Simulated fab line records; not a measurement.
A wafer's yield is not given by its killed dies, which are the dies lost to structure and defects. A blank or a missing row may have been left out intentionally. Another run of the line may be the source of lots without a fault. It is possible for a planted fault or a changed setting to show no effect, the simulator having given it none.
A struck lot beside a sound one | flow sky130 | 14 out of 708 route steps
Sound: these wafers, L545.1, L545.2, L545.4. The struck wafers were L542.2, L542.4, L542.5. The cause is named last.
For every step that has rows: the tool of each side, followed by ch and its chambers, followed by its first start. Under that, the readings that differ: sound wafers | struck wafers | difference of the means | sigmas: that difference in standard deviations of wafers without a fault.
alike: readings whose means differ by less than 2 such deviations, and words and numbers that are the same on both sides. not compared: withheld readings, readings that some wafer has no value for, bounds like >300 that may hide the same value, and numbers for which the record gives no deviation and whose values overlap.
A row with sigmas, a row that says differs or no value, or rows on one side alone: a step with any of these is where the two part. Numbers that have no deviation but don't overlap get no sigmas and don't part them. A reading that every wafer of one side lacks parts them only if that side has two wafers or more.

first, 1 step without rows for these wafers: SKY_NWELL_DEVELOP_09 (develop time 60 s).
SKY_NWELL_OVL_MEAS_10:
  struck on overlay-01, day 7 00:41; sound on overlay-01, day 7 16:32
  alike: NWELL_00_OVL
then, 3 steps without rows for these wafers: SKY_NWELL_IMPLANT_11; SKY_NWELL_IMPLANT_12; SKY_NWELL_IMPLANT_13.
SKY_NWELL_STRIP_14: strips in O2/N2.
  sound on plasma-asher-02 ch 0,1, day 7 17:01; struck on plasma-asher-01 ch 0,1, day 7 01:10
  alike: drypump-motor-current-A, o2-flow-sccm, oes-product-au, strip-time-to-endpoint-s
  not compared: rf-hours-counter-h
SKY_NWELL_TW_MEAS_15:
  struck on film-metro-04, day 7 01:17; sound on film-metro-03, day 7 17:07
  alike: NWELL_TW
then, 5 steps without rows for these wafers: SKY_NWELL_DEHYDRATE_16 (time 60 s); SKY_NWELL_HMDS_17 (prime time 60 s); SKY_NWELL_COAT_18 (resist thk 3000 nm); SKY_NWELL_SOFTBAKE_19; SKY_NWELL_EXPOSE_20 (exposes mask NWM COMPLEMENT, target cd 840 nm).
SKY_NWELL_PEB_21:
  struck on litho-track-01, day 7 20:00; sound on litho-track-01 ch 0, day 8 13:00
  no value came back on the struck wafers for chill-plate-temp-C (C), exhaust-pa (Pa); on the sound wafers chill-plate-temp-C (C) reads 23.03 22.88 22.86
then, 1 step without rows for these wafers: SKY_NWELL_DEVELOP_22 (develop time 60 s).

== WHERE THEY PART ==
Only at SKY_NWELL_PEB_21, as far as this record shows.

WHY: what had been put in by the simulator
At SKY_NWELL_PEB_21, the step was skipped entirely on litho-track-01 from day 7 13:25 on. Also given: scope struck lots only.
